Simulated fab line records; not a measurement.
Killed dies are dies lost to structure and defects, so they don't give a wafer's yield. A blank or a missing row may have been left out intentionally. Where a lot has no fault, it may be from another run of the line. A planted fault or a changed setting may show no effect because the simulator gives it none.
Problem report in the 8D (eight disciplines) form, filled by code | flow sky130 | the parts of the form that need people (team, actions taken, sign-off) are left out

## 1. WHAT IS WRONG
Wafers without a fault read 5e+12, standard deviation 5.3e+09; dose-ions-cm2 at SKY_LDD_N_IMPLANT_13 reads a mean of 8e+12 on 6 wafers belonging to 2 lots. So: +99 or more standard deviations from the usual mean.
Earliest sighting: wafer L143.1 on implanter-02 at day 22 14:10. At this step, 42 wafers from 14 lots have a number in the record. Rule for "out" (also "out of limits"): further than 4 standard deviations from the usual mean. The other wafers with a number count as sound.

## 2. WHAT THIS IS AND IS NOT
question                    | is                                | is not
which readings at this step | dose-ions-cm2, faraday-current-uA | -
which lots                  | L143, L145                        | L130, L131, L132, L134, L135, L136, L137, L147, L148, L151, L152, L153
which wafers of those lots  | all that have a number            | -
read on which tools         | implanter-02                      | implanter-01, implanter-03
when                        | from day 22 14:10                 | up to then (21 sound wafers); but 15 sound wafers of L147, L148, L151, L152, L153 came after

## 3. THE SUSPECTS, EACH WITH WHAT RULES IT OUT
Counting: any tool at a process step up to the reading is kept as a suspect provided that every lot that is out went through it and no sound lot did after the first of them.
- implanter-02 at SKY_LDD_N_IMPLANT_13: kept. All lots that are out passed through it, beginning with L143 at day 22 14:10, and no sound lot followed; its final sound lot before that point was L132 at day 18 05:19. Its own readings are out on those wafers: dose-ions-cm2, faraday-current-uA.
Left after counting: implanter-02 at SKY_LDD_N_IMPLANT_13.

## 4. THE CAUSE (what the simulator had put in)
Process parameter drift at SKY_LDD_N_IMPLANT_13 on implanter-02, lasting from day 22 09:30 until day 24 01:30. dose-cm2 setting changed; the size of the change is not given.
After counting, this tool was the only one left.

## 5. THE EFFECT CHAIN, in route order
Rows list readings where the struck wafers' mean (over those with a number) sits beyond 3 standard deviations from the usual. Only readings for which the record gives a usual standard deviation are gone through. hours: the time from each lot's start at the first step in this table that gives one to its start at this step, as a median over the lots. sigmas: the change in usual standard deviations.
hours | step                 | reading            | usual | on struck wafers | change | sigmas
0     | SKY_LDD_N_IMPLANT_13 | dose-ions-cm2      | 5e+12 | 8e+12            | +3e+12 | +99 or more
0     | SKY_LDD_N_IMPLANT_13 | faraday-current-uA | 28.3  | 45.8             | +17.5  | +33
Process steps it contains:
- SKY_LDD_N_IMPLANT_13
At these later measuring or inspecting steps, every struck wafer for which the step has a row has a number for every such reading, and none has moved that far: SKY_LDD_P_OVL_MEAS_08, SKY_LDD_HVN_OVL_MEAS_07.

## 6. HOW IT WOULD HAVE BEEN CAUGHT EARLIER
First out-of-limits reading in this record: day 22 14:10, which is 5 hours after fault onset at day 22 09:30.
